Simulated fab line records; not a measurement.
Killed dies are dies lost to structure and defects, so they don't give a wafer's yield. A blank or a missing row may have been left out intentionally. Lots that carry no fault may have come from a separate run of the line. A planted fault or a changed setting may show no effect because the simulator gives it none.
fab line records ; flow sky130
record: lots: 6; wafers: 18; last-day: 50
route steps=708 shown VIA1@460 PAD_OPEN@708
lots that met no fault: from a run of the same line without faults
start-h: the number of hours between the record's first day and the start of the first shown wafer of the lot ; wait-h: how many hours have passed since the lot's step before this one ; " unchanged from the row above ; L1.1+2: a row that stands for several wafers ; - either no value or no given start ; * or withheld: withheld ; < > ~ a bound
route shown NAME@n: NAME is a module with steps in the file, n the number in the route of the first one ; usual: the fault-free wafers' mean and standard deviation ; same: alike in all rows ; chamber/n: place in a boat ; sites: readings site by site ; _std_site: standard deviation of those values ; _edge_site: inner sites' mean taken away from outer sites' mean ; radius-mm: for every site, how far away it sits from the centre of the wafer ; mask NAME#n: copy n ; behind: the last tool/chamber to shape the wafer ; hold: cause of the lot's hold/its duration in hours/its outcome ; device: names the non-switching transistor (n, p or np) ; end of line: the route-end tests of the same wafers ; a step with no rows: only its recipe ; killed: count of dies lost to structure and defects at first sort (not the wafer's yield) ; map: shows each die of a wafer: x if killed, . if not, _ if none is there
set.NAME: the setting the step ran with; set.NAME@STEP: the setting that earlier step ran with ; model.NAME: the simulator's own value behind a step, which no gauge read
lots at some steps of the route; a table a step, a row a wafer
services: the hour from which a tool's chamber was out of use, counted from the record's first day as start-h (under 0 if before that day), plus the number of hours and why
== steps ==
step: SKY_VIA1_CMP_02
recipe: material: SiO2; down-force-psi: 4; platen-rpm: 60; pad-velocity-m-s: 0.94248
usual: edge-zone-pressure-frac: 1.000/0.0043; motor-current-A: 11.1/0.94; platen-rpm: 60.00/0.04
lot.wafer;tool;chamber;start-h;wait-h;edge-zone-pressure-frac;motor-current-A;platen-rpm
L308.4;cmp-01;0;824.30;0.0;0.998;11.3;59.95
L308.3;cmp-01;1;824.30;0.0;1.005;10.7;60.04
L308.1;cmp-01;2;824.30;0.0;1.001;10.0;60.03
L309.4;cmp-01;0;830.36;0.1;1.002;11.8;59.99
L309.2;cmp-01;1;830.36;0.1;0.997;11.1;60.01
L309.6;cmp-01;0;830.36;0.1;0.999;11.6;60.01
L319.3;cmp-01;1;903.82;0.0;1.002;10.6;60.08
L319.1;cmp-01;3;903.82;0.0;0.995;11.7;60.02
L319.6;cmp-01;1;903.82;0.0;0.998;11.1;59.97
L320.4;cmp-01;2;927.51;0.0;1.000;9.8;59.98
L320.3;cmp-01;1;927.51;0.0;1.005;10.9;59.92
L320.5;cmp-01;2;927.51;0.0;1.003;10.1;59.95
L321.4;cmp-01;1;928.64;0.0;0.999;10.5;59.96
L321.2;cmp-01;0;928.64;0.0;0.993;11.9;59.99
L321.6;cmp-01;1;928.64;0.0;0.998;11.2;59.95
L323.4;cmp-01;1;936.49;0.1;1.000;11.6;60.07
L323.1;cmp-01;3;936.49;0.1;0.997;12.4;60.01
L323.5;cmp-01;0;936.49;0.1;0.996;11.2;59.99
step: SKY_VIA1_BOW_MEAS_03
recipe: mode: bow
usual: VIA1_BOW: 78/7.7
lot.wafer;tool;chamber;start-h;wait-h;VIA1_BOW[um]
L308.1;film-metro-02;-;824.60;0.1;73
L308.3;film-metro-02;-;824.60;0.1;67
L308.4;film-metro-02;-;824.60;0.1;69
L309.2;film-metro-02;-;830.63;0.2;80
L309.4;film-metro-02;-;830.63;0.2;74
L309.6;film-metro-02;-;830.63;0.2;77
L319.1;film-metro-02;-;904.12;0.1;75
L319.3;film-metro-02;-;904.12;0.1;85
L319.6;film-metro-02;-;904.12;0.1;71
L320.3;film-metro-01;-;927.85;0.1;68
L320.4;film-metro-01;-;927.85;0.1;72
L320.5;film-metro-01;-;927.85;0.1;65
L321.2;film-metro-02;-;928.96;0.1;80
L321.4;film-metro-02;-;928.96;0.1;81
L321.6;film-metro-02;-;928.96;0.1;77
L323.1;film-metro-02;-;936.74;0.1;68
L323.4;film-metro-02;-;936.74;0.1;88
L323.5;film-metro-02;-;936.74;0.1;72
step: SKY_VIA1_DEHYDRATE_04
recipe: temp-c: 200; time-s: 60
step: SKY_VIA1_HMDS_05
recipe: prime-time-s: 60; prime-temp-c: 120
step: SKY_VIA1_COAT_06
recipe: resist: BARC; temp-c: withheld; time-s: withheld; spin-rpm: 3000; resist-thk-nm: 60
step: SKY_VIA1_COAT_07
recipe: resist: KrF-thick; spin-rpm: 3000; resist-thk-nm: 450
step: SKY_VIA1_SOFTBAKE_08
recipe: temp-c: 100; time-s: 90; resist: KrF-thick
step: SKY_VIA1_EXPOSE_09
recipe: mask-id: VIM; na: 0.8; source-shape: annular; sigma-inner: 0.55; sigma-outer: 0.85; target-cd-nm: 150; dose-mj: 38
step: SKY_VIA1_PEB_10
recipe: peb-temp-c: withheld; peb-time-s: withheld; resist: KrF-thick
step: SKY_VIA1_DEVELOP_11
recipe: develop-time-s: 60; resist: KrF-thick; dev-temp-c: 21
step: SKY_VIA1_CD_MEAS_12
recipe: target-cd-nm: 150
usual: cd-nm: 149.7/1.7
lot.wafer;tool;chamber;start-h;wait-h;cd-nm
L308.1;cd-sem-02;-;850.78;-;149.7
L308.3;cd-sem-02;-;850.78;-;149.6
L308.4;cd-sem-02;-;850.78;-;150.4
L309.2;cd-sem-02;-;857.28;-;148.1
L309.4;cd-sem-02;-;857.28;-;151.4
L309.6;cd-sem-02;-;857.28;-;148.5
L319.1;cd-sem-02;-;929.42;-;151.3
L319.3;cd-sem-02;-;929.42;-;152.9
L319.6;cd-sem-02;-;929.42;-;151.7
L320.3;cd-sem-01;-;952.17;-;149.0
L320.4;cd-sem-01;-;952.17;-;149.5
L320.5;cd-sem-01;-;952.17;-;148.7
L321.2;cd-sem-01;-;953.53;-;150.9
L321.4;cd-sem-01;-;953.53;-;150.5
L321.6;cd-sem-01;-;953.53;-;150.6
L323.1;cd-sem-01;-;960.88;-;150.3
L323.4;cd-sem-01;-;960.88;-;149.9
L323.5;cd-sem-01;-;960.88;-;150.3
step: SKY_VIA1_OVL_MEAS_13
usual: VIA1_OVL: 0/6
lot.wafer;tool;chamber;start-h;wait-h;VIA1_OVL[nm]
L308.1;overlay-02;-;850.90;0.1;-6
L308.3;overlay-02;-;850.90;0.1;0
L308.4;overlay-02;-;850.90;0.1;7
L309.2;overlay-01;-;857.38;0.1;-8
L309.4;overlay-01;-;857.38;0.1;-7
L309.6;overlay-01;-;857.38;0.1;-1
L319.1;overlay-02;-;929.54;0.1;-8
L319.3;overlay-02;-;929.54;0.1;-2
L319.6;overlay-02;-;929.54;0.1;1
L320.3;overlay-02;-;952.27;0.1;5
L320.4;overlay-02;-;952.27;0.1;1
L320.5;overlay-02;-;952.27;0.1;-3
L321.2;overlay-02;-;953.63;0.1;3
L321.4;overlay-02;-;953.63;0.1;6
L321.6;overlay-02;-;953.63;0.1;-6
L323.1;overlay-01;-;961.00;0.1;-3
L323.4;overlay-01;-;961.00;0.1;4
L323.5;overlay-01;-;961.00;0.1;-6
step: SKY_VIA1_ETCH_14
recipe: chemistry: N2/H2; target: BARC; ion-energy-ev: 200; source-w: 500; bias-w: 100; pressure-mtorr: 30; n2-flow-sccm: 100; h2-flow-sccm: 200; stop-on: SiO2; time-s: 45.9; target-depth-a: 600
usual: drypump-motor-current-A: 5.6/0.43; n2-flow-sccm: 99.96/0.29; oes-product-au: 0.854/0.0041; rf-fwd-power-W: 494.8/2; throttle-valve-pct: 13.224/0.0088
lot.wafer;tool;chamber;start-h;wait-h;drypump-motor-current-A;n2-flow-sccm;oes-product-au;rf-fwd-power-W;rf-hours-counter-h;throttle-valve-pct;model.KrF-thick_of_VIA1_COAT_07.thk-nm
L308.1;rie-diel-04;1;850.94;0.0;5.5;99.81;0.850;494.7;17;13.212;391
L308.3;rie-diel-04;2;850.94;0.0;5.2;99.66;0.850;497.6;6;13.221;389.1
L308.4;rie-diel-04;0;850.94;0.0;6.3;99.44;0.849;492.6;-;13.220;390.8
L309.2;rie-diel-01;0;857.41;0.0;5.7;99.63;0.852;494.2;10;13.238;393.1
L309.4;rie-diel-01;3;857.41;0.0;5.4;100.65;0.858;493.9;14;13.198;392.3
L309.6;rie-diel-01;3;857.41;0.0;5.4;100.29;0.855;497.2;-;13.225;393.4
L319.1;rie-diel-04;0;929.58;0.0;6.2;100.04;0.853;492.9;9;13.209;394
L319.3;rie-diel-04;1;929.58;0.0;5.6;99.70;0.852;494.3;19;13.227;393.3
L319.6;rie-diel-04;3;929.58;0.0;5.7;99.69;0.862;491.3;-;13.229;394.7
L320.3;rie-diel-04;0;952.31;0.0;6.2;100.09;0.853;492.9;-;13.222;393.5
L320.4;rie-diel-04;3;952.31;0.0;5.7;99.44;0.853;492.5;-;13.232;392.2
L320.5;rie-diel-04;0;952.31;0.0;6.2;99.93;0.853;492.5;-;13.214;394.3
L321.2;rie-diel-01;1;953.66;0.0;5.3;99.95;0.859;492.7;12;13.222;392.9
L321.4;rie-diel-01;2;953.66;0.0;6.0;99.91;0.858;497.9;10;13.218;392.1
L321.6;rie-diel-01;1;953.66;0.0;5.3;100.06;0.853;494.7;-;13.226;393.5
L323.1;rie-diel-03;2;961.04;0.0;5.7;100.47;0.850;495.0;16;13.219;393.4
L323.4;rie-diel-03;1;961.04;0.0;4.7;100.04;0.856;498.1;6;13.230;392.3
L323.5;rie-diel-03;3;961.04;0.0;5.3;99.82;0.855;493.4;-;13.229;394.1
step: SKY_VIA1_ETCH_15
recipe: target: SiO2; chemistry: C4F8/O2/Ar; target-depth-nm: 351; stop-on: TiN; mask-material: KrF-thick; source-w: 1500; bias-w: 1200; pressure-mtorr: 40; c4f8-flow-sccm: withheld; O2_flow_sccm: 6; Ar_flow_sccm: 300; time-s: 54
usual: oes-product-au: 0.981/0.0048; rf-fwd-power-W: 1485/5.9
lot.wafer;tool;chamber;start-h;wait-h;oes-product-au;rf-fwd-power-W;rf-hours-counter-h;model.KrF-thick_of_VIA1_COAT_07.thk-nm
L308.1;rie-diel-04;1;850.98;0.0;0.978;1475;17;320.1
L308.3;rie-diel-04;2;850.98;0.0;0.968;1495;6;319.2
L308.4;rie-diel-04;0;850.98;0.0;0.980;1474;-;320.6
L309.2;rie-diel-01;0;857.45;0.0;0.987;1497;10;323.3
L309.4;rie-diel-01;3;857.45;0.0;0.984;1484;14;323
L309.6;rie-diel-01;3;857.45;0.0;0.975;1483;-;323.7
L319.1;rie-diel-04;0;929.62;0.0;0.976;1489;9;323.6
L319.3;rie-diel-04;1;929.62;0.0;0.978;1484;19;321.8
L319.6;rie-diel-04;3;929.62;0.0;0.977;1480;-;324.5
L320.3;rie-diel-04;0;952.38;0.0;0.971;1479;-;324.4
L320.4;rie-diel-04;3;952.38;0.0;0.976;1478;-;321.8
L320.5;rie-diel-04;0;952.38;0.0;0.992;1482;-;324.8
L321.2;rie-diel-01;1;953.71;0.0;0.985;1487;12;323.6
L321.4;rie-diel-01;2;953.71;0.0;0.980;1498;10;322.2
L321.6;rie-diel-01;1;953.71;0.0;0.975;1481;-;324
L323.1;rie-diel-03;2;961.08;0.0;0.990;1486;16;321.6
L323.4;rie-diel-03;1;961.08;0.0;0.975;1497;6;322
L323.5;rie-diel-03;3;961.08;0.0;0.981;1480;-;324.9
step: SKY_VIA1_STRIP_16
recipe: chemistry: O2/N2; power-w: 1400; pressure-mtorr: 1500; platen-temp-c: withheld; o2-flow-sccm: 3000; n2-flow-sccm: 300; overash-fraction: 0.5
usual: drypump-motor-current-A: 6.0/0.5; n2-flow-sccm: 299.9/1; oes-product-au: 0.415/0.0043; strip-time-to-endpoint-s: 4.455/0.019
lot.wafer;tool;chamber;start-h;wait-h;drypump-motor-current-A;n2-flow-sccm;oes-product-au;rf-hours-counter-h;strip-time-to-endpoint-s
L308.1;plasma-asher-02;0;851.03;0.0;5.3;300.2;0.418;10;4.423
L308.3;plasma-asher-02;1;851.03;0.0;5.7;299.9;0.419;-;4.419
L308.4;plasma-asher-02;0;851.03;0.0;5.3;301.4;0.409;-;4.436
L309.2;plasma-asher-02;1;857.50;0.0;5.7;299.4;0.421;10;4.459
L309.4;plasma-asher-02;0;857.50;0.0;5.3;299.9;0.416;-;4.486
L309.6;plasma-asher-02;1;857.50;0.0;5.7;298.8;0.412;-;4.474
L319.1;plasma-asher-02;1;929.67;0.0;5.7;298.5;0.422;18;4.462
L319.3;plasma-asher-02;1;929.67;0.0;5.7;297.5;0.407;-;4.437
L319.6;plasma-asher-02;1;929.67;0.0;5.7;298.1;0.418;-;4.475
L320.3;plasma-asher-01;1;952.46;0.1;6.6;301.3;0.410;-;4.479
L320.4;plasma-asher-01;0;952.46;0.1;6.5;299.8;0.419;-;4.449
L320.5;plasma-asher-01;1;952.46;0.1;6.6;300.3;0.416;-;4.501
L321.2;plasma-asher-03;0;953.75;0.0;5.6;299.2;0.409;51;4.468
L321.4;plasma-asher-03;0;953.75;0.0;5.6;298.4;0.411;-;4.457
L321.6;plasma-asher-03;0;953.75;0.0;5.6;299.8;0.424;-;4.481
L323.1;plasma-asher-01;1;961.20;0.1;6.6;300.3;0.418;117;4.455
L323.4;plasma-asher-01;1;961.20;0.1;6.6;299.2;0.409;-;4.453
L323.5;plasma-asher-01;1;961.20;0.1;6.6;300.5;0.416;-;4.493
step: SKY_PAD_OPEN_PROBE_99
usual: defect-limited-yield: 82.4/1.8; killed_at_M0_to_M3: 45/6.8; killed_at_M4_up: 3.2/1.6; killed-at-contacts: 24/5.1; killed-at-front-end: 14/4.4; killed-at-other: 0.4/0.65; killed-dies: 87/8.8; killed-open: 47/7.2; killed-short: 39/6.1; sort_bin_3_pad_short: 0.9/0.38; sort_bin_5_function: 10.4/1.5; sort_bin_6_memory: 6.4/1.1; sort-n-pass: 405/8.8; sort-yield-pct: 82.4/1.8
same: gross-dies: 492; killed-at-back-side: 0; sort_bin_4_leakage[%]: 0; sort_bin_8_speed[%]: 0
lot.wafer;tool;chamber;start-h;wait-h;defect-limited-yield[%];killed_at_M0_to_M3;killed_at_M4_up;killed-at-contacts;killed-at-front-end;killed-at-other;killed-dies;killed-open;killed-short;sort_bin_3_pad_short[%];sort_bin_5_function[%];sort_bin_6_memory[%];sort-n-pass;sort-yield-pct[%]
L308.1;prober-01;-;1120.40;0.1;79.3;61;2;24;15;0;102;64;37;0.8;12.2;7.7;390;79.3
L308.3;prober-01;-;1120.50;0.2;81.9;47;3;19;19;1;89;54;35;1.0;11.0;6.1;403;81.9
L308.4;prober-01;-;1120.55;0.2;81.7;46;2;23;18;1;90;55;34;0.6;8.5;9.1;402;81.7
killed by level:class
L308.1 VIA1:geometric-particle:open=22 CONTACT:geometric-particle:open=12 VIA1:geometric-particle:short=10 VIA3:geometric-particle:open=9 FIELD_ISO:geometric-particle:open=6 LOCAL_INTERCONNECT:geometric-particle:short=4 FIELD_ISO:geometric-particle:short=3 POLY_GATE:geometric-particle:short=3
L308.3 VIA1:geometric-particle:open=10 LI_CONTACT:geometric-particle:open=9 FIELD_ISO:geometric-particle:open=7 VIA2:geometric-particle:open=7 METAL1:geometric-particle:short=6 VIA3:geometric-particle:open=6 CONTACT:geometric-particle:short=4 CONTACT:geometric-particle:open=4
L308.4 VIA1:geometric-particle:open=14 CONTACT:geometric-particle:open=9 LI_CONTACT:geometric-particle:open=7 METAL1:geometric-particle:short=7 VIA2:geometric-particle:open=7 VIA3:geometric-particle:open=7 FIELD_ISO:geometric-particle:open=5 FIELD_ISO:geometric-particle:short=5
== services ==
tool;chamber;start-h;hours;kind
plasma-asher-02;-;821.24;12.2;pm
plasma-asher-03;-;842.77;0.4;repair
rie-diel-03;1;843.60;13.1;repair
rie-diel-04;3;849.32;2.4;repair
plasma-asher-01;-;858.36;3.5;repair
plasma-asher-03;-;867.80;16.0;pm
rie-diel-03;-;898.55;4.2;repair
cmp-01;-;912.00;4.0;pm
cmp-01;-;916.00;-;consumable-replace:conditioner
cmp-01;-;916.00;-;consumable-replace:pad
rie-diel-01;2;932.44;14.3;repair
rie-diel-01;3;940.84;6.3;repair
rie-diel-04;2;943.46;29.7;repair
rie-diel-04;1;947.01;8.4;repair
plasma-asher-02;-;960.83;9.2;repair
== key ==
first-sign none at tools or gauges
model-effect: step: SKY_VIA1_ETCH_14; value: KrF-thick_of_VIA1_COAT_07.thk-nm; without: 391.3; struck: 393.7
model-effect: step: SKY_VIA1_ETCH_15; value: KrF-thick_of_VIA1_COAT_07.thk-nm; without: 321.1; struck: 323.5
met-at SKY_VIA1_ETCH_14
struck-wafers L319.1,L319.3,L319.6,L320.3,L320.4,L320.5
onset-between 850.94 929.58
fault: kind: process-parameter-drift; tool: rie-diel-04; chamber: -; onset-h: 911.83; steps: SKY_VIA1_ETCH_14; channel: ion-energy-ev; offset: -32; shape: step; end-h: 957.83; acts-in: these-recipes-only; stated: 200
